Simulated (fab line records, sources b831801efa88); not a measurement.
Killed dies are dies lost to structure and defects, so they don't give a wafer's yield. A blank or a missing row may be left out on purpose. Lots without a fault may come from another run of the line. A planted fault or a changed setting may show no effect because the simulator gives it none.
Which tool did it? | flow sky130 | 13 lots, 39 wafers sampled, at 3 steps of a route of 708

WHAT THE GAUGES READ, wafer by wafer
SKY_METAL1_CD_MEAS_15: target cd 140 nm.
lot  | measured     | on        | cd_nm (nm)
L202 | day 32 23:21 | cd_sem-01 | 140.1 136.7 138.1
L204 | day 33 18:48 | cd_sem-01 | 140.1 138.3 137.7
L206 | day 34 01:56 | cd_sem-01 | 140.4 138.4 139.9
L205 | day 34 02:30 | cd_sem-01 | 141.0 139.0 140.2
L208 | day 35 01:39 | cd_sem-01 | 142.4 140.6 141.2
L210 | day 35 16:25 | cd_sem-01 | 139.3 138.1 138.9
L211 | day 35 22:21 | cd_sem-01 | 138.9 138.5 137.5
L213 | day 36 14:44 | cd_sem-01 | 138.9 139.3 141.3
L217 | day 37 21:30 | cd_sem-01 | 140.1 140.8 139.6
L222 | day 39 01:50 | cd_sem-01 | 142.8 140.0 142.7
L223 | day 39 10:04 | cd_sem-01 | 140.1 139.9 139.7
L224 | day 39 17:00 | cd_sem-01 | 139.8 139.5 139.9
L225 | day 40 03:16 | cd_sem-01 | 141.3 140.5 141.5

SKY_VIA1_BOW_MEAS_03.
lot  | measured     | on            | VIA1_BOW (um)
L202 | day 33 00:49 | film_metro-04 | 71 80 81
L204 | day 33 20:13 | film_metro-04 | 78 90 74
L206 | day 34 03:32 | film_metro-01 | 84 73 95
L205 | day 34 03:55 | film_metro-02 | 79 84 78
L208 | day 35 03:06 | film_metro-01 | 86 89 91
L210 | day 35 17:53 | film_metro-01 | 78 76 85
L211 | day 35 23:45 | film_metro-04 | 88 85 79
L213 | day 36 16:09 | film_metro-01 | 82 85 86
L217 | day 37 23:00 | film_metro-02 | 95 89 85
L222 | day 39 03:17 | film_metro-01 | 79 89 77
L223 | day 39 11:46 | film_metro-04 | 71 73 69
L224 | day 39 23:25 | film_metro-01 | 73 83 82
L225 | day 40 04:41 | film_metro-02 | 90 98 97

WHICH TOOL RAN EACH LOT (tool, then ch and the chambers of the sampled wafers, then the start)
lot  | SKY_VIA1_CMP_02
L202 | cmp-02 ch 1,3, day 33 00:31
L204 | cmp-02 ch 0,1,2, day 33 19:55
L206 | cmp-01 ch 0,3, day 34 03:13
L205 | cmp-02 ch 0,1,3, day 34 03:37
L208 | cmp-02 ch 0,1,2, day 35 02:48
L210 | cmp-02 ch 0,1, day 35 17:34
L211 | cmp-01 ch 1,3, day 35 23:30
L213 | cmp-02 ch 2,3, day 36 15:49
L217 | cmp-01 ch 1,2,3, day 37 22:45
L222 | cmp-01 ch 0,3, day 39 03:00
L223 | cmp-02 ch 1,2,3, day 39 11:31
L224 | cmp-01 ch 0,1,3, day 39 23:13
L225 | cmp-02 ch 1,2,3, day 40 04:25
- SKY_VIA1_CMP_02: polishes SiO2.

WHAT THE TOOLS THEMSELVES READ (means of the sampled wafers that have a number; where no wafer has one, the mark that the record gives instead)
SKY_VIA1_CMP_02.
lot  | tool   | motor_current_A (A)
L202 | cmp-02 | 12.8
L204 | cmp-02 | 12.2
L206 | cmp-01 | 13.3
L205 | cmp-02 | 13.1
L208 | cmp-02 | 12.6
L210 | cmp-02 | 13.4
L211 | cmp-01 | 13.7
L213 | cmp-02 | 11.5
L217 | cmp-01 | 12.3
L222 | cmp-01 | 12.4
L223 | cmp-02 | 12.2
L224 | cmp-01 | 13.4
L225 | cmp-02 | 12.5

THE ANSWER, worked out from the rows above alone
Rule: what is usual is taken from the lots themselves. Put in order of their means at a reading, lots are off if they are a third of the lots or fewer, leave a main group of 4 or more, and stand apart from it by a gap of 3 or more times the standard deviation of the main group's means; of several such gaps the widest counts. A main group whose means are all the same, to the digits that the tables above print for the reading, isn't used. A lot without any number at a reading at which 4 lots or more have one is off too. The other lots that the step has rows for count as sound. The gauges are gone through in route order, then the tools' own readings, and for those a lot's mean is taken as printed above. The first step at which some lot is off is used, and at that step the reading that is off furthest; a lot without a number counts as furthest.
No lot is off at any reading shown: from this, nothing can be told.

WHAT THE SIMULATOR HAD PUT IN
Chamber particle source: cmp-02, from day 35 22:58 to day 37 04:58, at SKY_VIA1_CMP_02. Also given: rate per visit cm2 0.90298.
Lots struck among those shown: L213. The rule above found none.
